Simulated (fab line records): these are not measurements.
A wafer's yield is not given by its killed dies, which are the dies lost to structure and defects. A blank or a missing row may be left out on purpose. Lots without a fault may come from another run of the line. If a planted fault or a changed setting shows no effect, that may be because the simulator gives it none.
Which of the tools did it? :: flow sky130 :: 12 lots with 36 wafers sampled at 4 steps, on a route of 708 steps

WHAT THE GAUGES READ, wafer by wafer
SKY_NWELL_OVL_MEAS_23. Usual: NWELL_01_OVL gives 0.4 nm (standard deviation 1.3).
lot: L750
measured: day 5 04:01
on: overlay-01
NWELL_01_OVL (nm): 0.5 -1.7 -1.4
flag: 

lot: L751
measured: day 5 09:12
on: overlay-01
NWELL_01_OVL (nm): -2.2 -2.2 -2.1
flag: 

lot: L761
measured: day 8 00:52
on: overlay-02
NWELL_01_OVL (nm): -0.9 0.1 0.0
flag: 

lot: L762
measured: day 8 08:18
on: overlay-02
NWELL_01_OVL (nm): 0.1 1.9 0.2
flag: 

lot: L763
measured: day 8 15:09
on: overlay-01
NWELL_01_OVL (nm): 1.3 0.1 1.1
flag: 

lot: L764
measured: day 8 19:31
on: overlay-01
NWELL_01_OVL (nm): 2.8 2.3 2.2
flag: 

lot: L765
measured: day 9 01:49
on: overlay-01
NWELL_01_OVL (nm): -1.1 0.4 -1.3
flag: 

lot: L767
measured: day 9 12:36
on: overlay-02
NWELL_01_OVL (nm): 0.9 0.0 -0.2
flag: 

lot: L768
measured: day 9 17:27
on: overlay-01
NWELL_01_OVL (nm): 1.4 1.2 1.2
flag: 

lot: L771
measured: day 10 12:57
on: overlay-02
NWELL_01_OVL (nm): -1.2 1.5 -1.2
flag: 

lot: L772
measured: day 10 21:46
on: overlay-01
NWELL_01_OVL (nm): 0.4 0.1 0.2
flag: 

lot: L773
measured: day 11 04:16
on: overlay-02
NWELL_01_OVL (nm): 2.6 0.6 2.4
flag: 

SKY_VT_ADJUST_LVTN_TW_MEAS_21. Usual: VT_ADJUST_LVTN_2_TW gives 187.5 (standard deviation 0.85).
lot: L750
measured: day 7 13:39
on: filmMetro-01
VT_ADJUST_LVTN_2_TW: 186.9 186.6 187.0
flag: 

lot: L751
measured: day 7 19:17
on: filmMetro-03
VT_ADJUST_LVTN_2_TW: 186.8 185.2 186.9
flag: 

lot: L761
measured: day 10 19:45
on: filmMetro-04
VT_ADJUST_LVTN_2_TW: 185.3 184.1 183.9
flag: OFF

lot: L762
measured: day 11 03:41
on: filmMetro-03
VT_ADJUST_LVTN_2_TW: 183.0 183.8 184.1
flag: OFF

lot: L763
measured: day 11 11:29
on: filmMetro-01
VT_ADJUST_LVTN_2_TW: 188.7 187.9 188.1
flag: 

lot: L764
measured: day 11 17:39
on: filmMetro-01
VT_ADJUST_LVTN_2_TW: 186.5 186.3 186.9
flag: 

lot: L765
measured: day 11 21:50
on: filmMetro-03
VT_ADJUST_LVTN_2_TW: 186.6 187.4 187.3
flag: 

lot: L767
measured: day 12 12:23
on: filmMetro-03
VT_ADJUST_LVTN_2_TW: 187.9 187.7 189.5
flag: 

lot: L768
measured: day 12 18:05
on: filmMetro-03
VT_ADJUST_LVTN_2_TW: 188.5 187.4 187.7
flag: 

lot: L771
measured: day 13 15:51
on: filmMetro-03
VT_ADJUST_LVTN_2_TW: 186.8 186.2 186.1
flag: 

lot: L772
measured: day 14 01:21
on: filmMetro-01
VT_ADJUST_LVTN_2_TW: 187.9 187.1 187.2
flag: 

lot: L773
measured: day 14 07:38
on: filmMetro-03
VT_ADJUST_LVTN_2_TW: 187.6 187.8 188.1
flag: 

SKY_METAL1_THK_MEAS_06: measures by xrf. Usual: METAL1_ALCU_THK gives 251.1 nm (standard deviation 2.6).
lot: L750
measured: day 31 10:16
on: filmMetro-02
METAL1_ALCU_THK (nm): 246.9 243.0 242.9
flag: 

lot: L751
measured: day 31 18:03
on: filmMetro-03
METAL1_ALCU_THK (nm): 252.3 246.1 246.5
flag: 

lot: L761
measured: day 35 06:33
on: filmMetro-03
METAL1_ALCU_THK (nm): 252.5 252.4 254.3
flag: 

lot: L762
measured: day 35 12:44
on: filmMetro-03
METAL1_ALCU_THK (nm): 251.4 252.4 251.3
flag: 

lot: L763
measured: day 35 19:08
on: filmMetro-03
METAL1_ALCU_THK (nm): 252.2 252.2 252.2
flag: 

lot: L764
measured: day 36 01:40
on: filmMetro-03
METAL1_ALCU_THK (nm): 251.0 249.9 250.6
flag: 

lot: L765
measured: day 36 07:22
on: filmMetro-01
METAL1_ALCU_THK (nm): 252.4 253.0 256.4
flag: 

lot: L767
measured: day 36 20:57
on: filmMetro-01
METAL1_ALCU_THK (nm): 254.8 252.0 251.9
flag: 

lot: L768
measured: day 37 07:41
on: filmMetro-01
METAL1_ALCU_THK (nm): 255.5 254.6 251.0
flag: 

lot: L771
measured: day 38 02:34
on: filmMetro-03
METAL1_ALCU_THK (nm): 249.7 250.9 247.8
flag: 

lot: L772
measured: day 38 12:21
on: filmMetro-02
METAL1_ALCU_THK (nm): 248.3 248.8 249.9
flag: 

lot: L773
measured: day 38 13:31
on: filmMetro-02
METAL1_ALCU_THK (nm): 250.1 254.0 251.2
flag: 

TOOL THAT RAN EACH LOT (tool first, then ch and the chambers of the sampled wafers, then the start)
lot: L750
SKY_VT_ADJUST_LVTN_IMPLANT_19: implanter-03 ch 0, day 7 13:24

lot: L751
SKY_VT_ADJUST_LVTN_IMPLANT_19: implanter-02 ch 0, day 7 19:02

lot: L761
SKY_VT_ADJUST_LVTN_IMPLANT_19: implanter-03 ch 0, day 10 19:32

lot: L762
SKY_VT_ADJUST_LVTN_IMPLANT_19: implanter-03 ch 0, day 11 03:26

lot: L763
SKY_VT_ADJUST_LVTN_IMPLANT_19: implanter-04 ch 0, day 11 11:14

lot: L764
SKY_VT_ADJUST_LVTN_IMPLANT_19: implanter-04 ch 0, day 11 17:25

lot: L765
SKY_VT_ADJUST_LVTN_IMPLANT_19: implanter-04 ch 0, day 11 21:35

lot: L767
SKY_VT_ADJUST_LVTN_IMPLANT_19: implanter-04 ch 0, day 12 12:08

lot: L768
SKY_VT_ADJUST_LVTN_IMPLANT_19: implanter-02 ch 0, day 12 17:50

lot: L771
SKY_VT_ADJUST_LVTN_IMPLANT_19: implanter-04 ch 0, day 13 15:36

lot: L772
SKY_VT_ADJUST_LVTN_IMPLANT_19: implanter-02 ch 0, day 14 01:07

lot: L773
SKY_VT_ADJUST_LVTN_IMPLANT_19: implanter-02 ch 0, day 14 07:23
- SKY_VT_ADJUST_LVTN_IMPLANT_19

WHAT THE TOOLS THEMSELVES READ (means of the sampled wafers that have a number; where no wafer has one, the mark that the record gives instead)
SKY_VT_ADJUST_LVTN_IMPLANT_19. Usual: beamEnergyKeV 29.999, standard deviation 0.0083; endStationPressureTorr 5.03e-06 Torr, standard deviation 2.5e-07.
lot: L750
tool: implanter-03
beamEnergyKeV: 30.003
endStationPressureTorr (Torr): 5.07e-06
flag: 

lot: L751
tool: implanter-02
beamEnergyKeV: 30.000
endStationPressureTorr (Torr): 4.85e-06
flag: 

lot: L761
tool: implanter-03
beamEnergyKeV: 26.748
endStationPressureTorr (Torr): 5.04e-06
flag: OFF

lot: L762
tool: implanter-03
beamEnergyKeV: 26.757
endStationPressureTorr (Torr): 5.27e-06
flag: OFF

lot: L763
tool: implanter-04
beamEnergyKeV: 30.004
endStationPressureTorr (Torr): 5.00e-06
flag: 

lot: L764
tool: implanter-04
beamEnergyKeV: 29.983
endStationPressureTorr (Torr): 4.82e-06
flag: 

lot: L765
tool: implanter-04
beamEnergyKeV: 30.000
endStationPressureTorr (Torr): 5.19e-06
flag: 

lot: L767
tool: implanter-04
beamEnergyKeV: 30.008
endStationPressureTorr (Torr): 5.15e-06
flag: 

lot: L768
tool: implanter-02
beamEnergyKeV: 29.998
endStationPressureTorr (Torr): 4.99e-06
flag: 

lot: L771
tool: implanter-04
beamEnergyKeV: 29.995
endStationPressureTorr (Torr): 5.05e-06
flag: 

lot: L772
tool: implanter-02
beamEnergyKeV: 30.000
endStationPressureTorr (Torr): 5.18e-06
flag: 

lot: L773
tool: implanter-02
beamEnergyKeV: 30.000
endStationPressureTorr (Torr): 5.03e-06
flag: 

THE ANSWER, worked out from the rows above alone
Rule: a lot counts as off when the mean over its wafers that have a number is more than 3 standard deviations away from the usual mean. Also off: a lot with no number at a reading for which 4 or more lots have one. Where the step has rows for the other lots, those lots are counted as sound. Order of review: gauges by route order, followed by the tools' own readings, for which a lot's mean as printed above is used. The first step at which some lot is off is used, and at that step the reading that is off furthest; a lot without a number counts as furthest.
Off: at SKY_VT_ADJUST_LVTN_TW_MEAS_21 (VT_ADJUST_LVTN_2_TW), L761, L762.
If a tool, at a process step before that reading, ran all the lots that are off and no sound lot after the first of them, it fits. The gauges at SKY_VT_ADJUST_LVTN_TW_MEAS_21 aren't tried: what is off there is off at SKY_VT_ADJUST_LVTN_IMPLANT_19 too, on other tools, and a gauge's error can't cause that. One fits: SKY_VT_ADJUST_LVTN_IMPLANT_19 on implanter-03. Its last sound lot is L750 (day 7 13:24), its first lot that is off L761 (day 10 19:32): a fault that began between those two fits.
On the lots that are off, the tool's own readings at SKY_VT_ADJUST_LVTN_IMPLANT_19 differ by more than 5 times the standard deviation of the sound lots' means, which bears it out; beamEnergyKeV reads 26.753 there versus 29.999 on the sound lots.

WHAT THE SIMULATOR HAD INSERTED
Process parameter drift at SKY_VT_ADJUST_LVTN_IMPLANT_19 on implanter-03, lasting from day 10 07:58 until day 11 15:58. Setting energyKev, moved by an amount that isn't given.
Struck lots among those shown: L761, L762. The rule given above showed the same thing.
